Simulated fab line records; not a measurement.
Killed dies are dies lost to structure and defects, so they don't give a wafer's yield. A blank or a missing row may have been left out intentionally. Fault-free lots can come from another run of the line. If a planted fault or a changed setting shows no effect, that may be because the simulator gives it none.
Which tool was responsible? || flow gf180mcu || 11 lots with 33 wafers sampled at 5 steps, on a route of 602 steps

WHAT THE GAUGES SHOWED, per wafer
GF_MIM_THK_MEAS_11: measures by xrf.
{"lot": "L211", "measured": "day 24 05:03", "on": "film_metro-02", "MIM_ALCU_THK (nm)": "196.3 197.2 196.7"}
{"lot": "L212", "measured": "day 24 11:10", "on": "film_metro-01", "MIM_ALCU_THK (nm)": "198.0 196.8 194.8"}
{"lot": "L213", "measured": "day 24 21:02", "on": "film_metro-01", "MIM_ALCU_THK (nm)": "200.3 199.9 199.1"}
{"lot": "L215", "measured": "day 25 20:53", "on": "film_metro-02", "MIM_ALCU_THK (nm)": "195.9 201.5 200.6"}
{"lot": "L217", "measured": "day 27 03:20", "on": "film_metro-01", "MIM_ALCU_THK (nm)": "197.0 198.1 197.7"}
{"lot": "L219", "measured": "day 27 12:27", "on": "film_metro-01", "MIM_ALCU_THK (nm)": "199.0 195.7 195.0"}
{"lot": "L218", "measured": "day 27 15:17", "on": "film_metro-04", "MIM_ALCU_THK (nm)": "201.8 202.1 203.1"}
{"lot": "L227", "measured": "day 29 19:24", "on": "film_metro-01", "MIM_ALCU_THK (nm)": "200.0 193.8 196.0"}
{"lot": "L228", "measured": "day 29 19:54", "on": "film_metro-02", "MIM_ALCU_THK (nm)": "198.1 194.8 198.2"}
{"lot": "L231", "measured": "day 30 16:56", "on": "film_metro-01", "MIM_ALCU_THK (nm)": "201.1 202.1 201.7"}
{"lot": "L233", "measured": "day 31 02:35", "on": "film_metro-01", "MIM_ALCU_THK (nm)": "199.4 203.8 201.2"}

GF_V5_OVL_MEAS_15.
{"lot": "L211", "measured": "day 26 23:38", "on": "overlay-01", "V5_OVL (nm)": "0 -4 3"}
{"lot": "L212", "measured": "day 27 03:44", "on": "overlay-01", "V5_OVL (nm)": "1 -2 -1"}
{"lot": "L213", "measured": "day 27 13:02", "on": "overlay-01", "V5_OVL (nm)": "0 1 3"}
{"lot": "L215", "measured": "day 28 10:50", "on": "overlay-01", "V5_OVL (nm)": "-10 -10 -11"}
{"lot": "L217", "measured": "day 29 14:20", "on": "overlay-02", "V5_OVL (nm)": "-2 2 -1"}
{"lot": "L219", "measured": "day 29 23:10", "on": "overlay-01", "V5_OVL (nm)": "-6 -5 0"}
{"lot": "L218", "measured": "day 30 02:38", "on": "overlay-02", "V5_OVL (nm)": "-2 5 2"}
{"lot": "L227", "measured": "day 32 02:31", "on": "overlay-01", "V5_OVL (nm)": "1 5 0"}
{"lot": "L228", "measured": "day 32 02:52", "on": "overlay-02", "V5_OVL (nm)": "-7 -1 -5"}
{"lot": "L231", "measured": "day 32 22:31", "on": "overlay-02", "V5_OVL (nm)": "-4 -4 -8"}
{"lot": "L233", "measured": "day 33 07:02", "on": "overlay-02", "V5_OVL (nm)": "-13 -8 -12"}

GF_V5_RS_MEAS_24: a four-point-probe measurement.
{"lot": "L211", "measured": "day 27 00:38", "on": "film_metro-02", "V5_W_RS (ohm/sq)": "0.327 0.327 0.331"}
{"lot": "L212", "measured": "day 27 04:44", "on": "film_metro-03", "V5_W_RS (ohm/sq)": "0.333 0.332 0.329"}
{"lot": "L213", "measured": "day 27 13:59", "on": "film_metro-02", "V5_W_RS (ohm/sq)": "0.334 0.333 0.328"}
{"lot": "L215", "measured": "day 28 11:46", "on": "film_metro-02", "V5_W_RS (ohm/sq)": "0.330 0.323 0.327"}
{"lot": "L217", "measured": "day 29 15:22", "on": "film_metro-02", "V5_W_RS (ohm/sq)": "0.330 0.328 0.329"}
{"lot": "L219", "measured": "day 30 00:09", "on": "film_metro-03", "V5_W_RS (ohm/sq)": "0.323 0.322 0.325"}
{"lot": "L218", "measured": "day 30 03:34", "on": "film_metro-03", "V5_W_RS (ohm/sq)": "0.322 0.323 0.329"}
{"lot": "L227", "measured": "day 32 03:28", "on": "film_metro-02", "V5_W_RS (ohm/sq)": "0.425 0.318 0.326"}
{"lot": "L228", "measured": "day 32 03:48", "on": "film_metro-03", "V5_W_RS (ohm/sq)": "0.323 0.322 0.319"}
{"lot": "L231", "measured": "day 32 23:28", "on": "film_metro-02", "V5_W_RS (ohm/sq)": "0.324 0.322 0.324"}
{"lot": "L233", "measured": "day 33 07:59", "on": "film_metro-02", "V5_W_RS (ohm/sq)": "0.326 0.326 0.325"}

GF_V5_THK_MEAS_25: measures by xrf.
{"lot": "L211", "measured": "day 27 00:44", "on": "film_metro-02", "V5_W_THK (nm)": "341 338 336"}
{"lot": "L212", "measured": "day 27 04:49", "on": "film_metro-03", "V5_W_THK (nm)": "338 338 339"}
{"lot": "L213", "measured": "day 27 14:05", "on": "film_metro-02", "V5_W_THK (nm)": "330 333 338"}
{"lot": "L215", "measured": "day 28 11:53", "on": "film_metro-02", "V5_W_THK (nm)": "343 350 346"}
{"lot": "L217", "measured": "day 29 15:29", "on": "film_metro-02", "V5_W_THK (nm)": "336 340 336"}
{"lot": "L219", "measured": "day 30 00:16", "on": "film_metro-03", "V5_W_THK (nm)": "344 346 343"}
{"lot": "L218", "measured": "day 30 03:41", "on": "film_metro-03", "V5_W_THK (nm)": "347 345 340"}
{"lot": "L227", "measured": "day 32 03:35", "on": "film_metro-02", "V5_W_THK (nm)": "264 347 342"}
{"lot": "L228", "measured": "day 32 03:55", "on": "film_metro-03", "V5_W_THK (nm)": "350 348 351"}
{"lot": "L231", "measured": "day 32 23:35", "on": "film_metro-02", "V5_W_THK (nm)": "344 343 343"}
{"lot": "L233", "measured": "day 33 08:06", "on": "film_metro-02", "V5_W_THK (nm)": "340 339 340"}

TOOL THAT RAN EACH LOT (tool first, then ch and the chambers of the sampled wafers, then the start)
{"lot": "L211", "GF_V5_CVD_23": "cvd_w-01 ch 0,1, day 27 00:30"}
{"lot": "L212", "GF_V5_CVD_23": "cvd_w-02 ch 0,1, day 27 04:35"}
{"lot": "L213", "GF_V5_CVD_23": "cvd_w-02 ch 0,1, day 27 13:52"}
{"lot": "L215", "GF_V5_CVD_23": "cvd_w-02 ch 0,1, day 28 11:40"}
{"lot": "L217", "GF_V5_CVD_23": "cvd_w-02 ch 0,1, day 29 15:15"}
{"lot": "L219", "GF_V5_CVD_23": "cvd_w-01 ch 0,1, day 30 00:01"}
{"lot": "L218", "GF_V5_CVD_23": "cvd_w-02 ch 0,1, day 30 03:27"}
{"lot": "L227", "GF_V5_CVD_23": "cvd_w-02 ch 0,1, day 32 03:20"}
{"lot": "L228", "GF_V5_CVD_23": "cvd_w-01 ch 0,1, day 32 03:41"}
{"lot": "L231", "GF_V5_CVD_23": "cvd_w-01 ch 0,1, day 32 23:20"}
{"lot": "L233", "GF_V5_CVD_23": "cvd_w-01 ch 0,1, day 33 07:52"}
- GF_V5_CVD_23: deposits W, target thk 350 nm, time 104.9 s.

WHAT THE TOOLS THEMSELVES READ (means of the sampled wafers that have a number; where no wafer has one, the mark that the record gives instead)
GF_V5_CVD_23.
{"lot": "L211", "tool": "cvd_w-01", "heater_power_w (W)": 918}
{"lot": "L212", "tool": "cvd_w-02", "heater_power_w (W)": 755}
{"lot": "L213", "tool": "cvd_w-02", "heater_power_w (W)": 817}
{"lot": "L215", "tool": "cvd_w-02", "heater_power_w (W)": 768}
{"lot": "L217", "tool": "cvd_w-02", "heater_power_w (W)": 770}
{"lot": "L219", "tool": "cvd_w-01", "heater_power_w (W)": 837}
{"lot": "L218", "tool": "cvd_w-02", "heater_power_w (W)": 807}
{"lot": "L227", "tool": "cvd_w-02", "heater_power_w (W)": 804}
{"lot": "L228", "tool": "cvd_w-01", "heater_power_w (W)": 832}
{"lot": "L231", "tool": "cvd_w-01", "heater_power_w (W)": 846}
{"lot": "L233", "tool": "cvd_w-01", "heater_power_w (W)": 917}

THE ANSWER, worked out from the rows above alone
Rule: the usual values come from the lots themselves. The widest of any qualifying gaps counts: lots, ordered by their means at a reading, are off when they make up no more than a third of the lots, leave a main group of 4 or more, and stand apart from it by 3 or more times the standard deviation of that group's means. A main group is skipped when, at the precision printed for the reading in the tables above, its means are all equal. A lot without any number at a reading at which 4 lots or more have one is off too. All remaining lots with rows at the step are treated as sound. Order of review: gauges by route order, followed by the tools' own readings, for which a lot's mean as printed above is used. At the first step where some lot is off, the reading lying furthest off is the one used; lots without a number count as furthest.
Off: at GF_V5_RS_MEAS_24 (V5_W_RS), L227. For the main group the mean is 0.327 ohm/sq and the standard deviation 0.0033.
A tool fits if, at a process step before that reading, it ran every lot that is off, and no sound lot after the first of them. The gauges at GF_V5_RS_MEAS_24 are tried like those tools. One fits: cvd_w-02 at GF_V5_CVD_23. A fault onset in the window from L218 (day 30 03:27, its last sound lot) to L227 (day 32 03:20, its first lot off) fits.

WHAT THE SIMULATOR HAD PUT IN
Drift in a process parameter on cvd_w-02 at GF_V5_CVD_23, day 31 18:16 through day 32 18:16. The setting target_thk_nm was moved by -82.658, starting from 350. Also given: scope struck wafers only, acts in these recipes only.
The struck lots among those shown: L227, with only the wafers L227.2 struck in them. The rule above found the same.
